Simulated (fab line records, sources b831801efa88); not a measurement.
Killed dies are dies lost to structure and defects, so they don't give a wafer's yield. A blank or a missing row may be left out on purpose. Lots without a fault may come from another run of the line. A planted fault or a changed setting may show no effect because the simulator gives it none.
fab line records | flow sky130
record lots=6 wafers=18 last_day=51
route steps=708 shown PWDE@48 NWELL@56 VT_ADJUST_HVTP@85 PAD_OPEN@708
lots that met no fault: from a run of the same line without faults
start_h: hours from the record's first day to the start of the lot's first wafer shown | wait_h: hours since the lot's step before | " the same as in the row above | L1.1+2: a row that stands for several wafers | - no value, or no start given | * or withheld: withheld | < > ~ a bound
route shown NAME@n: a module of which the file shows steps, and the number in the route of the first | usual: mean/standard deviation of fault-free wafers | same: alike in all rows | chamber/n: place in a boat | sites: the reading at each site | _std_site: their standard deviation | _edge_site: outer sites' mean less inner sites' | radius_mm: how far each site lies from the wafer's centre | mask NAME#n: copy n | behind: the tool/chamber that last shaped the wafer | hold: why the lot was held/for how many hours/how that ended | device: the transistor (n, p or np) that didn't switch | end of line: the same wafers' tests at the end of the route | a step without rows: its recipe alone | killed: dies lost to structure and defects at the first sort, not the wafer's yield | map: a wafer's dies, x killed, . not, _ none there
set.NAME: the setting as run; set.NAME@STEP: as run at that earlier step | model.NAME: the simulator's own value behind a step, which no gauge read
lots at some steps of the route; a table a step, a row a wafer
services: from which hour (start_h, from the record's first day; less than 0 if before it) a tool's chamber was out of use, for how many hours, and why
## steps
# step SKY_PWDE_SOFTBAKE_03
# recipe temp_c=110 time_s=withheld
# step SKY_PWDE_EXPOSE_04
# recipe mask_id=PWDEM na=0.6 source_shape=conventional sigma_outer=0.6 polarization=unpolarized target_cd_nm=840 dose_mj=214
# step SKY_PWDE_PEB_05
# recipe temp_c=115 time_s=withheld
# step SKY_PWDE_DEVELOP_06
# recipe wall_angle_deg=90 developer=TMAH develop_time_s=60 dev_temp_c=23
# step SKY_PWDE_OVL_MEAS_07
# usual PWDE_OVL=-0.5/1.4
# columns lot.wafer tool chamber start_h wait_h PWDE_OVL[nm]
L581.4 overlay-01 - 72.53 - -0.8
L581.5 " - " " 0.6
L581.6 " - " " -1.1
L582.2 overlay-01 - 76.31 - -2.0
L582.5 " - " " -2.2
L582.6 " - " " -1.2
L587.3 overlay-01 - 110.32 - -1.3
L587.4 " - " " 0.0
L587.5 " - " " -1.2
L592.1 overlay-02 - 140.69 - -0.9
L592.3 " - " " -2.0
L592.6 " - " " -1.8
L602.3 overlay-01 - 192.26 - -0.3
L602.5 " - " " -1.8
L602.6 " - " " -1.9
L603.1 overlay-01 - 197.85 - 0.3
L603.4 " - " " 0.0
L603.5 " - " " 0.5
# step SKY_PWDE_IMPLANT_08
# recipe species=B energy_kev=150 dose_cm2=3.635e+12 tilt_deg=withheld
# step SKY_PWDE_STRIP_09
# recipe chemistry=O2/N2 power_w=1400 pressure_mtorr=1500 platen_temp_c=withheld o2_flow_sccm=3000 n2_flow_sccm=300 overash_fraction=0.5
# usual drypump_motor_current_A=5.8/0.8 n2_flow_sccm=300.0/1 oes_product_au=0.722/0.0044 strip_time_to_endpoint_s=36.96/0.12
# columns lot.wafer tool chamber start_h wait_h drypump_motor_current_A n2_flow_sccm oes_product_au rf_hours_counter_h strip_time_to_endpoint_s
L581.4 plasma_asher-03 1 72.73 0.1 5.1 299.4 0.728 - 36.78
L581.5 " 0 " " 5.7 300.6 0.723 - 36.79
L581.6 " 1 " " 5.1 298.9 0.727 - 36.81
L582.2 plasma_asher-01 1 76.49 0.1 6.6 301.8 0.716 38 36.87
L582.5 " 0 " " 5.8 299.8 0.730 - 36.97
L582.6 " 1 " " 6.6 301.7 0.731 - 36.91
L587.3 plasma_asher-03 0 110.53 0.1 5.8 298.5 0.726 - 36.92
L587.4 " 1 " " 5.1 298.9 0.721 - 37.04
L587.5 " 1 " " 5.1 299.9 0.721 - 37.06
L592.1 plasma_asher-02 0 140.87 0.1 4.8 299.5 0.728 3 36.91
L592.3 " 0 " " 4.8 300.2 0.717 - 36.85
L592.6 " 0 " " 4.8 299.0 0.726 - 37.00
L602.3 plasma_asher-02 1 192.47 0.1 6.6 300.4 0.730 - 37.06
L602.5 " 1 " " 6.7 300.1 0.721 - 36.93
L602.6 " 0 " " 4.8 301.7 0.720 - 37.04
L603.1 plasma_asher-02 1 198.04 0.1 6.7 299.6 0.722 8 37.09
L603.4 " 0 " " 4.8 298.8 0.722 - 37.05
L603.5 " 0 " " 4.8 299.1 0.723 - 37.11
# step SKY_PWDE_TW_MEAS_10
# usual PWDE_TW=376.9/1.9
# columns lot.wafer tool chamber start_h wait_h PWDE_TW
L581.4 film_metro-03 - 72.82 0.1 378.0
L581.5 " - " " 379.4
L581.6 " - " " 379.3
L582.2 film_metro-04 - 76.60 0.1 377.0
L582.5 " - " " 374.7
L582.6 " - " " 376.6
L587.3 film_metro-04 - 110.61 0.1 376.5
L587.4 " - " " 374.0
L587.5 " - " " 375.0
L592.1 film_metro-04 - 140.97 0.1 374.7
L592.3 " - " " 375.8
L592.6 " - " " 374.9
L602.3 film_metro-04 - 192.56 0.1 374.6
L602.5 " - " " 375.9
L602.6 " - " " 376.3
L603.1 film_metro-02 - 198.14 0.1 375.5
L603.4 " - " " 374.4
L603.5 " - " " 376.8
# step SKY_NWELL_DEHYDRATE_03
# recipe temp_c=200 time_s=60
# step SKY_NWELL_HMDS_04
# recipe prime_time_s=60 prime_temp_c=120
# step SKY_NWELL_COAT_05
# recipe spin_rpm=2000 resist_thk_nm=3000
# step SKY_NWELL_SOFTBAKE_06
# recipe temp_c=110 time_s=withheld
# step SKY_NWELL_EXPOSE_07
# recipe mask_id=NWM na=0.6 source_shape=conventional sigma_outer=0.6 polarization=unpolarized target_cd_nm=840 dose_mj=255
# usual exposure_dose_mJ_cm2=255.00/0.23 focus_offset_nm=-0.1/0.47
# columns lot.wafer tool chamber start_h wait_h mask exposure_dose_mJ_cm2 focus_offset_nm
L581.4 iline_stepper-02 0 82.22 - NWM#0 255.12 -0.2
L581.5 " 0 " " NWM#0 254.93 0.0
L581.6 " 0 " " NWM#0 254.82 0.3
L582.2 iline_stepper-01 0 85.44 - NWM#0 255.28 -0.3
L582.5 " 0 " " NWM#0 255.16 -0.7
L582.6 " 0 " " NWM#0 255.16 0.3
L587.3 iline_stepper-01 0 120.62 - NWM#0 254.88 0.2
L587.4 " 0 " " NWM#0 255.14 -0.7
L587.5 " 0 " " NWM#0 255.21 0.0
L592.1 iline_stepper-02 0 150.99 - NWM#0 255.27 0.6
L592.3 " 0 " " NWM#0 255.15 -0.6
L592.6 " 0 " " NWM#0 254.85 -0.1
L602.3 iline_stepper-01 0 202.81 - NWM#0 254.77 -0.5
L602.5 " 0 " " NWM#0 254.87 0.2
L602.6 " 0 " " NWM#0 254.71 0.1
L603.1 iline_stepper-01 0 210.06 - NWM#0 254.91 0.5
L603.4 " 0 " " NWM#0 255.20 -0.5
L603.5 " 0 " " NWM#0 254.91 0.9
# step SKY_NWELL_PEB_08
# recipe temp_c=115 time_s=withheld
# step SKY_NWELL_DEVELOP_09
# recipe wall_angle_deg=90 developer=TMAH develop_time_s=60 dev_temp_c=23
# step SKY_NWELL_OVL_MEAS_10
# usual NWELL_00_OVL=0.1/1.2
# columns lot.wafer tool chamber start_h wait_h NWELL_00_OVL[nm]
L581.4 overlay-02 - 90.42 - 2.2
L581.5 " - " " 0.4
L581.6 " - " " 1.0
L582.2 overlay-01 - 93.96 - 1.1
L582.5 " - " " 2.5
L582.6 " - " " 1.3
L587.3 overlay-01 - 129.95 - -0.8
L587.4 " - " " 0.6
L587.5 " - " " 0.3
L592.1 overlay-01 - 162.21 - 2.1
L592.3 " - " " -0.8
L592.6 " - " " 3.0
L602.3 overlay-02 - 214.10 - -0.2
L602.5 " - " " 0.0
L602.6 " - " " 0.7
L603.1 overlay-01 - 221.64 - 1.0
L603.4 " - " " 0.0
L603.5 " - " " 0.1
# step SKY_NWELL_IMPLANT_11
# recipe species=P energy_kev=400 dose_cm2=1.9e+13 tilt_deg=withheld
# step SKY_NWELL_IMPLANT_12
# recipe species=P energy_kev=120 dose_cm2=1.3e+12 tilt_deg=withheld
# step SKY_NWELL_IMPLANT_13
# recipe species=P energy_kev=50 dose_cm2=7e+11 tilt_deg=withheld
# step SKY_NWELL_STRIP_14
# recipe chemistry=O2/N2 power_w=1400 pressure_mtorr=1500 platen_temp_c=withheld o2_flow_sccm=3000 n2_flow_sccm=300 overash_fraction=0.5
# usual drypump_motor_current_A=5.6/0.65 n2_flow_sccm=300.0/1 oes_product_au=0.722/0.0048 strip_time_to_endpoint_s=36.97/0.088
# columns lot.wafer tool chamber start_h wait_h drypump_motor_current_A n2_flow_sccm oes_product_au rf_hours_counter_h strip_time_to_endpoint_s
L581.4 plasma_asher-02 0 90.92 0.1 4.8 299.5 0.729 - 37.01
L581.5 " 0 " " 4.8 301.6 0.722 - 37.04
L581.6 " 1 " " 6.6 300.6 0.729 - 36.97
L582.2 plasma_asher-02 1 94.44 0.1 6.7 301.2 0.723 37 37.03
L582.5 " 0 " " 4.8 300.4 0.721 - 36.99
L582.6 " 1 " " 6.6 303.0 0.721 - 37.04
L587.3 plasma_asher-04 0 130.46 0.1 5.8 300.5 0.724 - 37.06
L587.4 " 1 " " 5.4 299.8 0.718 - 37.02
L587.5 " 0 " " 5.8 301.1 0.721 - 36.94
L592.1 plasma_asher-02 1 162.69 0.1 6.7 301.0 0.718 5 36.85
L592.3 " 1 " " 6.7 299.7 0.718 - 36.86
L592.6 " 1 " " 6.7 299.0 0.721 - 36.78
L602.3 plasma_asher-03 0 214.60 0.1 5.8 300.1 0.727 - 37.17
L602.5 " 0 " " 5.7 300.1 0.731 - 36.89
L602.6 " 1 " " 5.1 299.4 0.711 - 37.04
L603.1 plasma_asher-03 0 222.12 0.1 5.8 300.6 0.717 39 36.89
L603.4 " 0 " " 5.7 302.0 0.723 - 36.90
L603.5 " 0 " " 5.8 302.7 0.727 - 36.84
# step SKY_NWELL_TW_MEAS_15
# usual NWELL_TW=1832/9
# columns lot.wafer tool chamber start_h wait_h NWELL_TW
L581.4 film_metro-03 - 91.02 0.1 1832
L581.5 " - " " 1829
L581.6 " - " " 1833
L582.2 film_metro-03 - 94.55 0.1 1842
L582.5 " - " " 1850
L582.6 " - " " 1843
L587.3 film_metro-04 - 130.54 0.1 1819
L587.4 " - " " 1813
L587.5 " - " " 1821
L592.1 film_metro-02 - 162.79 0.1 1836
L592.3 " - " " 1833
L592.6 " - " " 1843
L602.3 film_metro-03 - 214.69 0.1 1828
L602.5 " - " " 1839
L602.6 " - " " 1845
L603.1 film_metro-04 - 222.22 0.1 1821
L603.4 " - " " 1829
L603.5 " - " " 1829
# step SKY_NWELL_DEHYDRATE_16
# recipe temp_c=200 time_s=60
# step SKY_NWELL_HMDS_17
# recipe prime_time_s=60 prime_temp_c=120
# step SKY_NWELL_COAT_18
# recipe spin_rpm=2000 resist_thk_nm=3000
# step SKY_NWELL_SOFTBAKE_19
# recipe temp_c=110 time_s=withheld
# step SKY_NWELL_EXPOSE_20
# recipe mask_id=NWM_COMPLEMENT na=0.6 source_shape=conventional sigma_outer=0.6 polarization=unpolarized target_cd_nm=840 dose_mj=260
# step SKY_NWELL_PEB_21
# recipe temp_c=115 time_s=withheld
# step SKY_NWELL_DEVELOP_22
# recipe wall_angle_deg=90 developer=TMAH develop_time_s=60 dev_temp_c=23
# step SKY_NWELL_OVL_MEAS_23
# usual NWELL_01_OVL=-0.4/1.4
# columns lot.wafer tool chamber start_h wait_h NWELL_01_OVL[nm]
L581.4 overlay-02 - 108.42 - -1.0
L581.5 " - " " -1.5
L581.6 " - " " -1.1
L582.2 overlay-02 - 111.56 - 1.7
L582.5 " - " " 2.1
L582.6 " - " " 2.3
L587.3 overlay-01 - 151.35 - -1.2
L587.4 " - " " -1.5
L587.5 " - " " -1.9
L592.1 overlay-01 - 183.45 - -3.4
L592.3 " - " " -0.4
L592.6 " - " " -1.4
L602.3 overlay-02 - 237.45 - 2.2
L602.5 " - " " -0.9
L602.6 " - " " 0.7
L603.1 overlay-02 - 246.23 - -0.5
L603.4 " - " " -1.4
L603.5 " - " " -2.0
# step SKY_NWELL_IMPLANT_24
# recipe species=B energy_kev=140 dose_cm2=9.2e+12 tilt_deg=withheld
# step SKY_NWELL_STRIP_25
# recipe chemistry=O2/N2 power_w=1400 pressure_mtorr=1500 platen_temp_c=withheld o2_flow_sccm=3000 n2_flow_sccm=300 overash_fraction=0.5
# usual drypump_motor_current_A=5.6/0.63 n2_flow_sccm=299.9/0.86 oes_product_au=0.722/0.0047 strip_time_to_endpoint_s=36.94/0.096
# columns lot.wafer tool chamber start_h wait_h drypump_motor_current_A n2_flow_sccm oes_product_au rf_hours_counter_h strip_time_to_endpoint_s
L581.4 plasma_asher-04 1 108.62 0.1 5.4 300.4 0.720 - 36.94
L581.5 " 1 " " 5.4 299.6 0.712 - 36.81
L581.6 " 0 " " 5.8 299.8 0.724 - 36.80
L582.2 plasma_asher-04 0 111.74 0.1 5.8 300.8 0.722 38 36.93
L582.5 " 1 " " 5.4 299.3 0.725 - 37.02
L582.6 " 0 " " 5.8 300.2 0.720 - 36.89
L587.3 plasma_asher-02 1 151.56 0.1 6.7 299.8 0.720 - 36.87
L587.4 " 0 " " 4.8 299.4 0.724 - 36.91
L587.5 " 0 " " 4.8 300.0 0.723 - 36.80
L592.1 plasma_asher-02 0 183.64 0.1 4.8 299.4 0.729 7 36.97
L592.3 " 0 " " 4.8 299.9 0.720 - 37.11
L592.6 " 0 " " 4.8 300.2 0.730 - 36.99
L602.3 plasma_asher-03 1 237.65 0.1 5.1 300.8 0.724 - 36.87
L602.5 " 1 " " 5.1 300.9 0.719 - 37.03
L602.6 " 0 " " 5.8 300.0 0.731 - 36.99
L603.1 plasma_asher-03 0 246.42 0.1 5.8 300.3 0.723 41 36.88
L603.4 " 0 " " 5.8 301.1 0.719 - 36.98
L603.5 " 1 " " 5.1 301.0 0.719 - 36.93
# step SKY_NWELL_TW_MEAS_26
# usual NWELL_2_TW=499.7/2.2
# columns lot.wafer tool chamber start_h wait_h NWELL_2_TW
L581.4 film_metro-03 - 108.72 0.1 499.6
L581.5 " - " " 500.0
L581.6 " - " " 500.2
L582.2 film_metro-04 - 111.85 0.1 498.2
L582.5 " - " " 494.6
L582.6 " - " " 496.9
L587.3 film_metro-02 - 151.64 0.1 502.0
L587.4 " - " " 502.1
L587.5 " - " " 500.0
L592.1 film_metro-04 - 183.74 0.1 501.1
L592.3 " - " " 497.2
L592.6 " - " " 500.4
L602.3 film_metro-04 - 237.74 0.1 498.9
L602.5 " - " " 500.0
L602.6 " - " " 497.8
L603.1 film_metro-02 - 246.52 0.1 504.4
L603.4 " - " " 500.1
L603.5 " - " " 499.9
# step SKY_NWELL_CLEAN_27
# recipe chemistry=SC1/SC2 mix=1:4:20 temp_c=70 time_s=150 dry=n2_spin
# step SKY_NWELL_RTA_28
# recipe temp_c=1050 time_s=30 idle_temp_c=650 ramp_up_c_per_s=150 ramp_down_c_per_s=90 ambient=N2
# usual lamp_power_pct=25.30/0.054 wafer_temp_C_max=1054.9/0.82
# columns lot.wafer tool chamber start_h wait_h lamp_power_pct wafer_temp_C_max
L581.4 rtp_anneal-01 0 108.85 0.1 25.35 1054.1
L581.5 " 0 " " 25.22 1054.6
L581.6 " 0 " " 25.29 1053.9
L582.2 rtp_anneal-02 0 111.96 0.0 25.36 1054.7
L582.5 " 0 " " 25.32 1054.7
L582.6 " 0 " " 25.32 1056.5
L587.3 rtp_anneal-01 0 151.77 0.0 25.33 1054.1
L587.4 " 0 " " 25.24 1055.0
L587.5 " 0 " " 25.33 1054.9
L592.1 rtp_anneal-01 0 183.85 0.0 25.30 1054.5
L592.3 " 0 " " 25.37 1053.8
L592.6 " 0 " " 25.33 1054.7
L602.3 rtp_anneal-02 0 237.86 0.0 25.28 1054.9
L602.5 " 0 " " 25.33 1054.0
L602.6 " 0 " " 25.18 1055.8
L603.1 rtp_anneal-01 0 246.63 0.0 25.22 1054.7
L603.4 " 0 " " 25.27 1053.3
L603.5 " 0 " " 25.39 1054.7
# step SKY_NWELL_RS_MEAS_29
# recipe thk_meas_gauge=four-point-probe
# usual NWELL_RS=624.3/1.8
# columns lot.wafer tool chamber start_h wait_h NWELL_RS[ohm/sq]
L581.4 film_metro-02 - 108.96 0.1 624.4
L581.5 " - " " 624.8
L581.6 " - " " 624.7
L582.2 film_metro-03 - 112.07 0.1 622.0
L582.5 " - " " 622.6
L582.6 " - " " 620.1
L587.3 film_metro-03 - 151.87 0.1 625.2
L587.4 " - " " 623.5
L587.5 " - " " 621.8
L592.1 film_metro-02 - 183.95 0.1 623.8
L592.3 " - " " 622.6
L592.6 " - " " 622.6
L602.3 film_metro-02 - 237.97 0.1 625.3
L602.5 " - " " 624.4
L602.6 " - " " 626.2
L603.1 film_metro-04 - 246.73 0.1 625.1
L603.4 " - " " 626.1
L603.5 " - " " 626.7
# step SKY_NWELL_RS_MEAS_31
# recipe thk_meas_gauge=four-point-probe
# usual PWDE_RS=5230/16
# columns lot.wafer tool chamber start_h wait_h PWDE_RS[ohm/sq]
L581.4 film_metro-02 - 109.20 0.1 5244
L581.5 " - " " 5229
L581.6 " - " " 5234
L582.2 film_metro-03 - 112.31 0.1 5233
L582.5 " - " " 5227
L582.6 " - " " 5240
L587.3 film_metro-03 - 152.11 0.1 5227
L587.4 " - " " 5225
L587.5 " - " " 5244
L592.1 film_metro-02 - 184.19 0.1 5205
L592.3 " - " " 5176
L592.6 " - " " 5203
L602.3 film_metro-02 - 238.21 0.1 5243
L602.5 " - " " 5234
L602.6 " - " " 5245
L603.1 film_metro-04 - 246.97 0.1 5204
L603.4 " - " " 5209
L603.5 " - " " 5226
# step SKY_VT_ADJUST_HVTP_DEHYDRATE_00
# recipe temp_c=200 time_s=60
# step SKY_VT_ADJUST_HVTP_HMDS_01
# recipe prime_time_s=60 prime_temp_c=120
# step SKY_VT_ADJUST_HVTP_COAT_02
# recipe resist=NOVOLAK spin_rpm=3000 resist_thk_nm=1140
# step SKY_VT_ADJUST_HVTP_SOFTBAKE_03
# recipe temp_c=90 time_s=60 resist=NOVOLAK
# step SKY_VT_ADJUST_HVTP_EXPOSE_04
# recipe mask_id=HVTPM na=0.6 source_shape=conventional sigma_outer=0.6 polarization=unpolarized target_cd_nm=380 dose_mj=136.6
# step SKY_PAD_OPEN_PROBE_99
# columns lot.wafer tool chamber start_h wait_h model.etest.pfet_16v.r_on_ohm_um model.etest.nfet_16v.r_on_ohm_um model.etest.res_nwell.line_ohm_um model.etest.res_nwell.width_nm model.etest.res_iso_pwell.width_nm model.etest.pfet_16v.drive_ua_um model.etest.nfet_16v.drive_ua_um model.etest.iso_nwell_nwell.leak_log10_a_um
L581.4 prober-02 - 1115.52 0.2 1.523e+04 1.43e+04 1089 853.2 2644 244.8 221.3 -13.06
L581.5 prober-02 - 1115.57 0.2 1.539e+04 1.437e+04 1071 849.5 2624 242.3 215.2 -13.26
L581.6 prober-02 - 1115.62 0.2 1.561e+04 1.432e+04 1088 856.2 2631 241.3 222.4 -12.93
L582.2 prober-01 - 1122.97 0.1 1.528e+04 1.38e+04 1136 845.9 2641 246.9 222.5 -13.62
L582.5 prober-01 - 1123.12 0.2 1.519e+04 1.394e+04 1099 847.9 2645 247.7 221.2 -13.41
L582.6 prober-01 - 1123.17 0.2 1.523e+04 1.399e+04 1119 847.6 2638 245.4 218.7 -13.57
L587.3 prober-02 - 1154.78 0.2 1.497e+04 1.395e+04 1133 840.7 2656 246.9 221.6 -13.73
L587.4 prober-02 - 1154.83 0.2 1.494e+04 1.388e+04 1138 840.7 2645 246.7 223.3 -13.67
L587.5 prober-02 - 1154.88 0.2 1.499e+04 1.386e+04 1138 841.5 2642 247.2 224.2 -13.65
L592.1 prober-01 - 1185.93 0.1 1.542e+04 1.408e+04 1213 832 2657 244.9 224.2 -13.74
L592.3 prober-01 - 1186.03 0.2 1.566e+04 1.419e+04 1212 840.2 2640 240.1 220.8 -13.7
L592.6 prober-01 - 1186.18 0.2 1.529e+04 1.406e+04 1183 839 2632 244.1 223.6 -13.81
L602.3 prober-01 - 1223.15 0.2 1.468e+04 1.408e+04 1132 838.9 2658 250.1 223.7 -13.71
L602.5 prober-01 - 1223.25 0.2 1.559e+04 1.352e+04 968.5 963.7 2570 229.3 227.5 -12.85
L602.6 prober-01 - 1223.30 0.2 1.487e+04 1.411e+04 1134 841.1 2653 246.2 219.9 -13.78
L603.1 prober-02 - 1224.83 0.1 1.583e+04 1.374e+04 973 950.6 2595 227.8 222.8 -12.81
L603.4 prober-02 - 1224.98 0.2 1.518e+04 1.436e+04 1146 826.1 2662 243.4 215.7 -13.77
L603.5 prober-02 - 1225.03 0.2 1.628e+04 1.384e+04 1000 952.9 2589 220.9 223.1 -12.39
# killed by level:class
L581.4 VIA1:geometric_particle:open=12 CONTACT:geometric_particle:short=8 POLY_GATE:geometric_particle:open=6 LI_CONTACT:geometric_particle:open=6 CONTACT:geometric_particle:open=6 VIA3:geometric_particle:open=5 VIA2:geometric_particle:open=5 VIA3:geometric_particle:short=5
L581.5 METAL1:geometric_particle:short=7 VIA2:geometric_particle:open=7 POLY_GATE:geometric_particle:open=5 CONTACT:geometric_particle:open=5 VIA1:geometric_particle:open=5 METAL4:geometric_particle:short=5 FIELD_ISO:geometric_particle:short=4 VIA3:geometric_particle:open=4
L581.6 CONTACT:geometric_particle:open=9 VIA1:geometric_particle:open=9 POLY_GATE:geometric_particle:open=8 VIA1:geometric_particle:short=6 LI_CONTACT:geometric_particle:open=5 VIA3:geometric_particle:short=5 VIA3:geometric_particle:open=5 VIA2:geometric_particle:open=4
L582.2 LI_CONTACT:geometric_particle:open=13 CONTACT:geometric_particle:open=11 VIA1:geometric_particle:open=10 METAL2:geometric_particle:short=8 FIELD_ISO:geometric_particle:short=6 LI_CONTACT:geometric_particle:short=6 VIA3:geometric_particle:open=5 VIA1:geometric_particle:short=4
L582.5 CONTACT:geometric_particle:open=11 LI_CONTACT:geometric_particle:open=10 VIA1:geometric_particle:open=7 VIA1:geometric_particle:short=6 CONTACT:geometric_particle:short=5 METAL1:geometric_particle:short=5 VIA2:geometric_particle:open=5 VIA3:geometric_particle:open=5
L582.6 LI_CONTACT:geometric_particle:open=12 VIA1:geometric_particle:open=10 METAL2:geometric_particle:short=7 CONTACT:geometric_particle:open=6 LI_CONTACT:geometric_particle:short=5 VIA3:geometric_particle:open=5 POLY_GATE:geometric_particle:short=4 CONTACT:geometric_particle:short=4
L587.3 CONTACT:geometric_particle:open=12 VIA1:geometric_particle:open=9 LOCAL_INTERCONNECT:geometric_particle:short=7 METAL1:geometric_particle:short=5 FIELD_ISO:geometric_particle:open=4 LI_CONTACT:geometric_particle:open=4 METAL2:geometric_particle:short=4 VIA2:geometric_particle:open=4
L587.4 LOCAL_INTERCONNECT:geometric_particle:short=10 VIA2:geometric_particle:open=8 CONTACT:geometric_particle:open=6 VIA2:geometric_particle:short=6 VIA1:geometric_particle:open=5 VIA3:geometric_particle:open=5 POLY_GATE:geometric_particle:open=4 LI_CONTACT:geometric_particle:short=4
L587.5 CONTACT:geometric_particle:open=10 LI_CONTACT:geometric_particle:open=9 VIA3:geometric_particle:open=8 VIA1:geometric_particle:open=8 FIELD_ISO:geometric_particle:short=7 CONTACT:geometric_particle:short=6 POLY_GATE:geometric_particle:open=5 METAL1:geometric_particle:short=5
L592.1 CONTACT:geometric_particle:open=8 VIA1:geometric_particle:open=8 VIA2:geometric_particle:open=8 CONTACT:geometric_particle:short=6 METAL3:geometric_particle:short=6 METAL4:geometric_particle:short=5 VIA1:geometric_particle:short=4 POLY_GATE:geometric_particle:open=3
L592.3 VIA1:geometric_particle:open=12 LI_CONTACT:geometric_particle:open=9 METAL1:geometric_particle:short=8 VIA3:geometric_particle:open=8 CONTACT:geometric_particle:open=7 VIA2:geometric_particle:open=6 CONTACT:geometric_particle:short=4 METAL4:geometric_particle:short=4
L592.6 VIA1:geometric_particle:open=17 CONTACT:geometric_particle:open=6 VIA3:geometric_particle:short=6 VIA3:geometric_particle:open=6 POLY_GATE:geometric_particle:short=5 METAL2:geometric_particle:short=4 LI_CONTACT:geometric_particle:open=4 LOCAL_INTERCONNECT:geometric_particle:short=4
## services
# columns tool chamber start_h hours kind
iline_stepper-01 - 54.21 1.7 pm
plasma_asher-02 - 73.41 2.4 repair
iline_stepper-02 - 74.41 2.0 repair
plasma_asher-02 - 91.23 2.8 pm
plasma_asher-01 - 93.04 6.3 repair
iline_stepper-02 - 95.71 1.7 pm
plasma_asher-04 - 105.36 2.8 pm
plasma_asher-02 - 108.75 9.0 pm
plasma_asher-02 0 108.75 9.0 vent_cycle
plasma_asher-02 1 108.75 9.0 vent_cycle
plasma_asher-02 0 117.75 - clean
plasma_asher-02 1 117.75 - clean
plasma_asher-03 - 118.35 13.9 pm
rtp_anneal-02 - 118.68 11.4 pm
plasma_asher-03 - 132.21 2.8 pm
plasma_asher-01 - 141.20 1.6 repair
plasma_asher-03 - 161.86 14.6 pm
plasma_asher-01 - 178.50 0.4 repair
rtp_anneal-01 - 200.53 5.1 pm
iline_stepper-02 0 206.21 - calibration
iline_stepper-01 0 234.61 - calibration
## key
first_sign none at tools or gauges
model_effect step=SKY_PAD_OPEN_PROBE_99 value=etest.pfet_16v.r_on_ohm_um without=1.494e+04 struck=1.59e+04
met_at SKY_NWELL_EXPOSE_07
struck_wafers L602.5,L603.1,L603.5
sort_left_out L602.5,L603.1,L603.5
tester_left_out L602,L603
onset_between 120.62 202.81
fault kind=process_parameter_drift tool=iline_stepper-01 chamber=- onset_h=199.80 steps=SKY_NWELL_EXPOSE_07 channel=focus_nm offset=1093.5 shape=step end_h=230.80 scope=struck_wafers_only
# tester_left_out: of these lots the tester's yield and bins aren't shown, on N5 and GAA mostly nor the transistor test; their killed dies are dies lost to structure and defects alone, not to doping, threshold or leakage, so they don't give the yield
# sort_left_out: the simulated sort isn't trusted on such a fault, so these wafers' sort isn't shown, and their yield isn't known
